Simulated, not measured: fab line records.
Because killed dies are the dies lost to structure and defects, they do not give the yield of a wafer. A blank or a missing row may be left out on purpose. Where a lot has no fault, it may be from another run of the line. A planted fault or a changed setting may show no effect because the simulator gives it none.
Which tool was responsible? || flow sky130 || 14 lots, 42 wafers sampled, at 2 steps of a route of 708

WHAT EACH GAUGE READ, for each wafer
SKY_CAP2M_RS_MEAS_03: measures by four-point-probe.
{"lot": "L509", "measured": "day 40 11:54", "on": "film-metro-01", "CAP2M_TIN_RS (ohm/sq)": "6.80 6.91 6.94"}
{"lot": "L510", "measured": "day 40 16:23", "on": "film-metro-01", "CAP2M_TIN_RS (ohm/sq)": "6.91 6.96 7.02"}
{"lot": "L511", "measured": "day 40 16:46", "on": "film-metro-04", "CAP2M_TIN_RS (ohm/sq)": "6.96 6.99 6.86"}
{"lot": "L512", "measured": "day 40 23:37", "on": "film-metro-02", "CAP2M_TIN_RS (ohm/sq)": "7.07 7.07 6.98"}
{"lot": "L514", "measured": "day 41 21:38", "on": "film-metro-01", "CAP2M_TIN_RS (ohm/sq)": "6.95 6.95 6.94"}
{"lot": "L515", "measured": "day 42 08:25", "on": "film-metro-01", "CAP2M_TIN_RS (ohm/sq)": "6.90 6.93 6.92"}
{"lot": "L516", "measured": "day 42 12:09", "on": "film-metro-02", "CAP2M_TIN_RS (ohm/sq)": "6.74 6.87 6.89"}
{"lot": "L518", "measured": "day 42 23:56", "on": "film-metro-02", "CAP2M_TIN_RS (ohm/sq)": "6.91 6.95 7.00"}
{"lot": "L519", "measured": "day 43 02:29", "on": "film-metro-04", "CAP2M_TIN_RS (ohm/sq)": "7.05 7.00 7.03"}
{"lot": "L520", "measured": "day 43 06:58", "on": "film-metro-02", "CAP2M_TIN_RS (ohm/sq)": "6.94 6.90 6.87"}
{"lot": "L521", "measured": "day 43 14:33", "on": "film-metro-04", "CAP2M_TIN_RS (ohm/sq)": "6.72 6.81 6.97"}
{"lot": "L522", "measured": "day 44 02:09", "on": "film-metro-01", "CAP2M_TIN_RS (ohm/sq)": "6.92 6.79 6.91"}
{"lot": "L530", "measured": "day 46 04:04", "on": "film-metro-02", "CAP2M_TIN_RS (ohm/sq)": "6.84 6.87 6.93"}
{"lot": "L531", "measured": "day 46 04:40", "on": "film-metro-01", "CAP2M_TIN_RS (ohm/sq)": "7.04 6.96 7.13"}

TOOL THAT RAN EACH LOT (tool first, then ch and the chambers of the sampled wafers, then the start)
{"lot": "L509", "SKY_METAL4_SPUTTER_03": "pvd-sputter-04, day 40 11:37"}
{"lot": "L510", "SKY_METAL4_SPUTTER_03": "pvd-sputter-04, day 40 16:05"}
{"lot": "L511", "SKY_METAL4_SPUTTER_03": "pvd-sputter-01, day 40 16:25"}
{"lot": "L512", "SKY_METAL4_SPUTTER_03": "pvd-sputter-04, day 40 23:17"}
{"lot": "L514", "SKY_METAL4_SPUTTER_03": "pvd-sputter-04, day 41 21:21"}
{"lot": "L515", "SKY_METAL4_SPUTTER_03": "pvd-sputter-04, day 42 08:10"}
{"lot": "L516", "SKY_METAL4_SPUTTER_03": "pvd-sputter-03, day 42 11:53"}
{"lot": "L518", "SKY_METAL4_SPUTTER_03": "pvd-sputter-04, day 42 23:40"}
{"lot": "L519", "SKY_METAL4_SPUTTER_03": "pvd-sputter-03, day 43 02:12"}
{"lot": "L520", "SKY_METAL4_SPUTTER_03": "pvd-sputter-01, day 43 06:41"}
{"lot": "L521", "SKY_METAL4_SPUTTER_03": "pvd-sputter-04, day 43 14:17"}
{"lot": "L522", "SKY_METAL4_SPUTTER_03": "pvd-sputter-01, day 44 01:53"}
{"lot": "L530", "SKY_METAL4_SPUTTER_03": "pvd-sputter-03, day 46 03:47"}
{"lot": "L531", "SKY_METAL4_SPUTTER_03": "pvd-sputter-04, day 46 04:23"}
- SKY_METAL4_SPUTTER_03: material Ti, target thk 5 nm, time 3.3 s.

WHAT THE TOOLS THEMSELVES READ (means of the sampled wafers that have a number; where no wafer has one, the mark that the record gives instead)
SKY_METAL4_SPUTTER_03.
{"lot": "L509", "tool": "pvd-sputter-04", "throttle-valve-pct (%)": 29.1}
{"lot": "L510", "tool": "pvd-sputter-04", "throttle-valve-pct (%)": 28.9}
{"lot": "L511", "tool": "pvd-sputter-01", "throttle-valve-pct (%)": 29.4}
{"lot": "L512", "tool": "pvd-sputter-04", "throttle-valve-pct (%)": 29.5}
{"lot": "L514", "tool": "pvd-sputter-04", "throttle-valve-pct (%)": 29.5}
{"lot": "L515", "tool": "pvd-sputter-04", "throttle-valve-pct (%)": 29.0}
{"lot": "L516", "tool": "pvd-sputter-03", "throttle-valve-pct (%)": 29.8}
{"lot": "L518", "tool": "pvd-sputter-04", "throttle-valve-pct (%)": 29.6}
{"lot": "L519", "tool": "pvd-sputter-03", "throttle-valve-pct (%)": 30.2}
{"lot": "L520", "tool": "pvd-sputter-01", "throttle-valve-pct (%)": 30.3}
{"lot": "L521", "tool": "pvd-sputter-04", "throttle-valve-pct (%)": 29.7}
{"lot": "L522", "tool": "pvd-sputter-01", "throttle-valve-pct (%)": 29.7}
{"lot": "L530", "tool": "pvd-sputter-03", "throttle-valve-pct (%)": 29.6}
{"lot": "L531", "tool": "pvd-sputter-04", "throttle-valve-pct (%)": 28.9}

THE ANSWER, worked out from the rows above alone
Rule: the lots themselves supply what counts as usual. The widest of any qualifying gaps counts: lots, ordered by their means at a reading, are off when they make up no more than a third of the lots, leave a main group of 4 or more, and stand apart from it by 3 or more times the standard deviation of that group's means. Not used: any main group whose means are identical at the precision the tables above print for the reading. A lot without any number at a reading at which 4 lots or more have one is off too. Any other lot the step has rows for is counted as sound. Order of review: gauges by route order, followed by the tools' own readings, for which a lot's mean as printed above is used. At the first step where some lot is off, the reading lying furthest off is the one used; lots without a number count as furthest.
No lot is off at any reading shown: from this, nothing can be told.

WHAT HAD BEEN PUT IN BY THE SIMULATOR
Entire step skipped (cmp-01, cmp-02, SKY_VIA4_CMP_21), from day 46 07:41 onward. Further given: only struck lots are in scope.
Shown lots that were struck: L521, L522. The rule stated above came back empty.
